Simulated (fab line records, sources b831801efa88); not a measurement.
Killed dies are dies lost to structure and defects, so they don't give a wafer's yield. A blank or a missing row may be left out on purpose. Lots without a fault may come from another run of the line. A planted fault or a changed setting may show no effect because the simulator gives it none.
A struck lot beside a sound one | flow sky130 | 22 steps out of a route of 708
Sound: wafers L916.2, L916.4, L916.5. Struck: wafer L927.5. (L927.2 of the same lot was not struck and is left out.) The cause comes at the end.
At each step with rows: each side's tool, then ch and its chambers, then its first start. Under that, the readings that differ: sound wafers | struck wafers | difference of the means | sigmas: that difference in standard deviations of wafers without a fault.
alike: readings whose means differ by less than 2 such deviations, and words and numbers that are the same on both sides. not compared: withheld readings, readings that some wafer has no value for, bounds like >300 that may hide the same value, and numbers for which the record gives no deviation and whose values overlap.
The two part at a step that has a row with sigmas, a row that says differs or no value, or rows on one side only. Numbers that don't overlap but have no deviation are shown without sigmas and don't part them. A reading that every wafer of one side lacks parts them only if that side has two wafers or more.

first, 8 steps without rows for these wafers: SKY_DNWELL_DEHYDRATE_00 (time 60 s); SKY_DNWELL_HMDS_01 (prime time 60 s); SKY_DNWELL_COAT_02 (resist thk 3000 nm); SKY_DNWELL_SOFTBAKE_03; SKY_DNWELL_EXPOSE_04 (exposes mask DNM, target cd 3000 nm); SKY_DNWELL_PEB_05; SKY_DNWELL_DEVELOP_06 (develop time 60 s); SKY_DNWELL_IMPLANT_07.
SKY_DNWELL_STRIP_08: strips in O2/N2.
  sound on plasma_asher-01 ch 0, day 3 19:28; struck on plasma_asher-04 ch 1, day 6 08:38
  alike: drypump_motor_current_A, oes_product_au, strip_time_to_endpoint_s
  not compared: rf_hours_counter_h
SKY_DNWELL_TW_MEAS_09:
  sound on film_metro-03, day 3 19:34; struck on film_metro-03, day 6 08:44
  alike: DNWELL_TW
then, 2 steps without rows for these wafers: SKY_PWDE_DEHYDRATE_00 (time 60 s); SKY_PWDE_HMDS_01 (prime time 60 s).
SKY_PWDE_COAT_02: resist thk 3000 nm.
  sound on litho_track-04 ch 0, day 4 02:44; struck on litho_track-04 ch 0, day 6 17:23
  reading                                | sound          | struck | difference | sigmas
  model.coat_of_PWDE_COAT_02.thk_nm (nm) | 2988 2987 2985 | 1088   | -1899      |
then, 3 steps without rows for these wafers: SKY_PWDE_SOFTBAKE_03; SKY_PWDE_EXPOSE_04 (exposes mask PWDEM, target cd 840 nm); SKY_PWDE_PEB_05.
SKY_PWDE_DEVELOP_06: develop time 60 s.
  sound on litho_track-04 ch 0; struck on litho_track-03 ch 0
  reading                                | sound          | struck | difference | sigmas
  model.coat_of_PWDE_COAT_02.thk_nm (nm) | 2983 2983 2981 | 1084   | -1898      |
  alike: developer_temp_C
SKY_PWDE_OVL_MEAS_07:
  sound on overlay-01, day 4 11:10; struck on overlay-02, day 7 02:35
  alike: PWDE_OVL
then, 1 step without rows for these wafers: SKY_PWDE_IMPLANT_08.
SKY_PWDE_STRIP_09: strips in O2/N2.
  sound on plasma_asher-02 ch 0,1, day 4 11:20; struck on plasma_asher-04 ch 0, day 7 02:46
  reading                      | sound             | struck | difference | sigmas
  strip_time_to_endpoint_s (s) | 36.75 36.77 36.73 | 14.51  | -22.24     | -99 or more
  alike: drypump_motor_current_A, oes_product_au
  not compared: rf_hours_counter_h
SKY_PWDE_TW_MEAS_10:
  sound on film_metro-02, day 4 11:27; struck on film_metro-03, day 7 02:53
  alike: PWDE_TW
-- the record jumps here: 42 days lie between the struck wafers' starts before and after (it left off in module PWDE and takes up again in module PAD_OPEN, whose first step shown is number 708 of the route) --
SKY_PAD_OPEN_PROBE_99:
  sound on prober-02, day 47 01:52; struck on prober-01, day 49 03:59
  reading             | sound     | struck | difference | sigmas
  killed_at_front_end | 11 12 15  | 356    | +343       | +67
  killed_dies         | 91 86 101 | 428    | +335       | +34
  killed_on_rim       | 16 15 19  | 58     | +41        | +10
  alike: killed_at_M0_to_M3, killed_at_M4_up, killed_at_contacts, killed_at_other, killed_open, killed_short

WHERE THEY PART
First at SKY_PWDE_STRIP_09; last, within this record, at SKY_PAD_OPEN_PROBE_99.

WHY: what the simulator had put in
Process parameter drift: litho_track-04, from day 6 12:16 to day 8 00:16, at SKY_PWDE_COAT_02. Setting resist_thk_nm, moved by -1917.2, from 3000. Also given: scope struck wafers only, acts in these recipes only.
